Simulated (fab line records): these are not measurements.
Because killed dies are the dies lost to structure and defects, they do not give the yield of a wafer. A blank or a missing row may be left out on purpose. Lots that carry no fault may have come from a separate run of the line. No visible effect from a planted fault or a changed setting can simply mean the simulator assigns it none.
The tool behind it: which one? :: flow sky130 :: 12 lots, 36 wafers sampled, at 2 steps of a route of 708

## WHAT EACH GAUGE READ, for each wafer
SKY_VIA3_BOW_MEAS_03.
lot: L813
measured: day 38 12:34
on: film metro-01
VIA3_BOW (um): 75 79 69

lot: L814
measured: day 38 16:14
on: film metro-02
VIA3_BOW (um): 88 78 88

lot: L815
measured: day 39 01:08
on: film metro-03
VIA3_BOW (um): 82 64 64

lot: L817
measured: day 39 17:04
on: film metro-01
VIA3_BOW (um): 86 98 83

lot: L818
measured: day 40 04:04
on: film metro-01
VIA3_BOW (um): 79 77 86

lot: L819
measured: day 40 06:45
on: film metro-03
VIA3_BOW (um): 87 75 78

lot: L820
measured: day 40 17:59
on: film metro-01
VIA3_BOW (um): 96 91 96

lot: L822
measured: day 41 11:50
on: film metro-02
VIA3_BOW (um): 58 68 80

lot: L827
measured: day 42 17:16
on: film metro-02
VIA3_BOW (um): 74 75 88

lot: L828
measured: day 43 04:43
on: film metro-03
VIA3_BOW (um): 94 74 89

lot: L830
measured: day 43 15:16
on: film metro-02
VIA3_BOW (um): 82 86 100

lot: L832
measured: day 44 13:25
on: film metro-02
VIA3_BOW (um): 88 88 78

SKY_VIA3_RS_MEAS_22: a four-point-probe measurement.
lot: L813
measured: day 39 14:58
on: film metro-01
VIA3_W_RS (ohm/sq): 0.2970 0.2973 0.2953

lot: L814
measured: day 39 18:23
on: film metro-03
VIA3_W_RS (ohm/sq): 0.2953 0.2970 0.2987

lot: L815
measured: day 40 02:52
on: film metro-01
VIA3_W_RS (ohm/sq): 0.2974 0.2998 0.2960

lot: L817
measured: day 40 18:07
on: film metro-02
VIA3_W_RS (ohm/sq): 0.3012 0.2988 0.2999

lot: L818
measured: day 41 04:55
on: film metro-02
VIA3_W_RS (ohm/sq): 0.2971 0.2930 0.2936

lot: L819
measured: day 41 08:21
on: film metro-03
VIA3_W_RS (ohm/sq): 0.2932 0.2913 0.2927

lot: L820
measured: day 41 19:07
on: film metro-01
VIA3_W_RS (ohm/sq): 0.2929 0.2950 0.2935

lot: L822
measured: day 42 12:30
on: film metro-02
VIA3_W_RS (ohm/sq): 0.2945 0.2968 0.2939

lot: L827
measured: day 43 16:44
on: film metro-03
VIA3_W_RS (ohm/sq): 0.2970 0.2974 0.2921

lot: L828
measured: day 44 03:33
on: film metro-02
VIA3_W_RS (ohm/sq): 0.2923 0.2960 0.2920

lot: L830
measured: day 44 14:30
on: film metro-01
VIA3_W_RS (ohm/sq): 0.2958 0.2897 0.2928

lot: L832
measured: day 45 12:23
on: film metro-03
VIA3_W_RS (ohm/sq): 0.2912 0.2889 0.2948

## WHAT TOOL EACH LOT RAN ON (gives the tool, then ch and the chambers of the sampled wafers, and finally the start)
No process step before these readings appears in the record.

## AS READ BY THE TOOLS THEMSELVES (means over the sampled wafers that have a number; for cases with no such wafer, the mark the record gives instead)
The record holds no such reading with a usual standard deviation.

## THE ANSWER, worked out from the rows above alone
Rule: the usual values come from the lots themselves. The widest of any qualifying gaps counts: lots, ordered by their means at a reading, are off when they make up no more than a third of the lots, leave a main group of 4 or more, and stand apart from it by 3 or more times the standard deviation of that group's means. The tables above print the reading to a certain number of digits; a main group whose means all agree to those digits is not used. Also off: a lot with no number at a reading for which 4 or more lots have one. Where the step has rows for the other lots, those lots are counted as sound. The gauges are gone through in route order, then the tools' own readings, and for those a lot's mean is taken as printed above. The first step at which some lot is off is used, and at that step the reading that is off furthest; a lot without a number counts as furthest.
Across all readings shown, no lot is off: no conclusion can be drawn from this.

## WHAT HAD BEEN PUT IN BY THE SIMULATOR
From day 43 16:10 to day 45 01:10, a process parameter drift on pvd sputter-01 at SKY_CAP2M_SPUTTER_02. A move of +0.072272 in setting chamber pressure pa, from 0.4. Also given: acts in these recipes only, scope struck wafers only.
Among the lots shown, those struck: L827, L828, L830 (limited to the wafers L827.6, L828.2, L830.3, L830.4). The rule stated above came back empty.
